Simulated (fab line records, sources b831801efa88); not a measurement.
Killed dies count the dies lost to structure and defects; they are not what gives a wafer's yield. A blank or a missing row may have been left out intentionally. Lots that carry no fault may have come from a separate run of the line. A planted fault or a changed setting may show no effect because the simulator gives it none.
Chamber matching / flow sky130 / cmp-01 running SKY_FIELD_ISO_CMP_27: 4 sister chambers
The step polishes, stops on Si3N4, t overpolish 16 s, target thk 457.8 nm. 18 wafers are shown with their chamber, then 9 later ones without.

== EACH WAFER AND ITS CHAMBER ==
wafer=L895.3; chamber=0; time to endpoint s (s)=114; motor current A (A)=11.7; overpolish run s (s)=15.987
wafer=L895.4; chamber=2; time to endpoint s (s)=112; motor current A (A)=11.1; overpolish run s (s)=16.009
wafer=L895.5; chamber=3; time to endpoint s (s)=119; motor current A (A)=11.0; overpolish run s (s)=16.008
wafer=L898.1; chamber=0; time to endpoint s (s)=114; motor current A (A)=12.0; overpolish run s (s)=16.020
wafer=L898.2; chamber=3; time to endpoint s (s)=121; motor current A (A)=10.7; overpolish run s (s)=16.004
wafer=L898.4; chamber=1; time to endpoint s (s)=112; motor current A (A)=12.1; overpolish run s (s)=16.006
wafer=L900.1; chamber=0; time to endpoint s (s)=119; motor current A (A)=12.2; overpolish run s (s)=15.994
wafer=L900.2; chamber=3; time to endpoint s (s)=119; motor current A (A)=10.9; overpolish run s (s)=16.013
wafer=L900.5; chamber=3; time to endpoint s (s)=122; motor current A (A)=10.5; overpolish run s (s)=16.002
wafer=L903.1; chamber=3; time to endpoint s (s)=116; motor current A (A)=11.0; overpolish run s (s)=16.006
wafer=L903.4; chamber=0; time to endpoint s (s)=115; motor current A (A)=11.3; overpolish run s (s)=16.001
wafer=L903.6; chamber=2; time to endpoint s (s)=115; motor current A (A)=11.2; overpolish run s (s)=16.002
wafer=L905.1; chamber=2; time to endpoint s (s)=113; motor current A (A)=10.7; overpolish run s (s)=16.008
wafer=L905.2; chamber=3; time to endpoint s (s)=117; motor current A (A)=10.6; overpolish run s (s)=16.004
wafer=L905.6; chamber=3; time to endpoint s (s)=117; motor current A (A)=11.0; overpolish run s (s)=16.007
wafer=L907.1; chamber=3; time to endpoint s (s)=121; motor current A (A)=10.3; overpolish run s (s)=16.001
wafer=L907.3; chamber=1; time to endpoint s (s)=112; motor current A (A)=11.5; overpolish run s (s)=16.009
wafer=L907.4; chamber=0; time to endpoint s (s)=117; motor current A (A)=11.6; overpolish run s (s)=16.013

SIGNATURES, as means of the wafers listed above
reading=time to endpoint s; chamber 0=115.80; chamber 1=112.00; chamber 2=113.33; chamber 3=119.00; scatter within a chamber=2.03
reading=motor current A; chamber 0=11.760; chamber 1=11.800; chamber 2=11.000; chamber 3=10.750; scatter within a chamber=0.306
reading=overpolish run s; chamber 0=16.00300; chamber 1=16.00750; chamber 2=16.00633; chamber 3=16.00563; scatter within a chamber=0.00786
Rule: a wafer lies at a distance from a chamber equal to the root of the sum of squares, over the readings, of (its reading less the chamber's mean, divided by the reading's scatter). The wafer belongs to the nearest chamber; if the next one is less than 2 further off, it can't be placed. How the scatter is found: for the shown wafers, subtract from each reading the mean of its chamber, square and add these, divide the total by (wafers less chambers), then take the root.

== WAFERS MISSING THEIR CHAMBER ==
wafer=L913.1; time to endpoint s (s)=115; motor current A (A)=10.8; overpolish run s (s)=16.001
wafer=L913.3; time to endpoint s (s)=116; motor current A (A)=10.6; overpolish run s (s)=16.004
wafer=L913.4; time to endpoint s (s)=112; motor current A (A)=12.9; overpolish run s (s)=16.018
wafer=L914.1; time to endpoint s (s)=115; motor current A (A)=11.4; overpolish run s (s)=15.998
wafer=L914.3; time to endpoint s (s)=120; motor current A (A)=10.1; overpolish run s (s)=15.999
wafer=L914.6; time to endpoint s (s)=118; motor current A (A)=11.8; overpolish run s (s)=16.003
wafer=L917.3; time to endpoint s (s)=117; motor current A (A)=11.1; overpolish run s (s)=15.994
wafer=L917.4; time to endpoint s (s)=116; motor current A (A)=12.2; overpolish run s (s)=16.001
wafer=L917.6; time to endpoint s (s)=117; motor current A (A)=11.1; overpolish run s (s)=16.015

== WHICH CHAMBER EACH ONE RAN IN ==
wafer=L913.1; from the rows above=can't be placed: 2 or 3 or 0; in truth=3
wafer=L913.3; from the rows above=can't be placed: 3 or 2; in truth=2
wafer=L913.4; from the rows above=can't be placed: 1 or 0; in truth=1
wafer=L914.1; from the rows above=can't be placed: 0 or 2 or 1 or 3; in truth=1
wafer=L914.3; from the rows above=3; in truth=3
wafer=L914.6; from the rows above=can't be placed: 0 or 1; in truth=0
wafer=L917.3; from the rows above=can't be placed: 3 or 2 or 0 or 1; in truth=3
wafer=L917.4; from the rows above=can't be placed: 0 or 1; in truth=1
wafer=L917.6; from the rows above=can't be placed: 3 or 2 or 0 or 1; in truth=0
Correct placement for 1 of the 9. Not placeable from these rows: 8 (in 8, the candidates include the true chamber). Placed wrongly: 0.
